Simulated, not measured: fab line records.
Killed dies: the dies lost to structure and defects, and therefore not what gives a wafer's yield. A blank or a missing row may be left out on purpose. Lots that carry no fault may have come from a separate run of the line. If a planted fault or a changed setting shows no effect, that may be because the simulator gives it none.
Which tool is to blame? | flow gf180mcu | Sampling: 6 lots, 18 wafers, 2 of 602 route steps

WHAT THE GAUGES SHOWED, per wafer
GF_POLY_GATE_THK_MEAS_01.
lot  | measured     | on            | POLY_GATE_CVD_00_THK (nm)
L437 | day 9 02:04  | film-metro-04 | 199.8 198.8 200.3
L440 | day 9 18:49  | film-metro-04 | 202.2 202.6 200.7
L443 | day 10 18:40 | film-metro-01 | 200.5 200.8 201.3
L445 | day 11 11:56 | film-metro-01 | 196.2 197.1 198.8
L454 | day 14 02:58 | film-metro-04 | 266.3 266.6 265.9 266.4 266.7 266.2
L457 | day 14 23:24 | film-metro-04 | 265.5 268.8 266.2 265.8 268.9 266.4

EACH LOT AND THE TOOL THAT RAN IT (in order: tool; ch and the chambers of the sampled wafers; start)
lot  | GF_POLY_GATE_CVD_00
L437 | lpcvd-02 ch 0, day 9 00:43
L440 | lpcvd-02 ch 1, day 9 17:29
L443 | lpcvd-02 ch 0, day 10 17:20
L445 | lpcvd-01 ch 0, day 11 10:35
L454 | lpcvd-02 ch 0, day 14 00:58
L457 | lpcvd-02 ch 1, day 14 22:04
- GF_POLY_GATE_CVD_00: deposits poly-Si, target thk 200 nm, time 1200 s.

THE ANSWER, worked out from the rows above alone
Rule: usual is defined by the lots themselves. Put in order of their means at a reading, lots are off if they are a third of the lots or fewer, leave a main group of 4 or more, and stand apart from it by a gap of 3 or more times the standard deviation of the main group's means; of several such gaps the widest counts. If all means in a main group match to the digits the tables above print for the reading, that group is not used. A lot without any number at a reading at which 4 lots or more have one is off too. All remaining lots with rows at the step are treated as sound.
Off: L454, L457, seen at GF_POLY_GATE_THK_MEAS_01 (POLY_GATE_CVD_00_THK). Main group: mean 199.9 nm, sd 1.7.
A tool fits if, at a process step before that reading, it ran every lot that is off, and no sound lot after the first of them. Those tools and the gauges at GF_POLY_GATE_THK_MEAS_01 are tried in the same way. Undecided on this evidence; 2 tools fit (lpcvd-02 at GF_POLY_GATE_CVD_00, film-metro-04 at GF_POLY_GATE_THK_MEAS_01).

WHAT THE SIMULATOR HAD PUT IN
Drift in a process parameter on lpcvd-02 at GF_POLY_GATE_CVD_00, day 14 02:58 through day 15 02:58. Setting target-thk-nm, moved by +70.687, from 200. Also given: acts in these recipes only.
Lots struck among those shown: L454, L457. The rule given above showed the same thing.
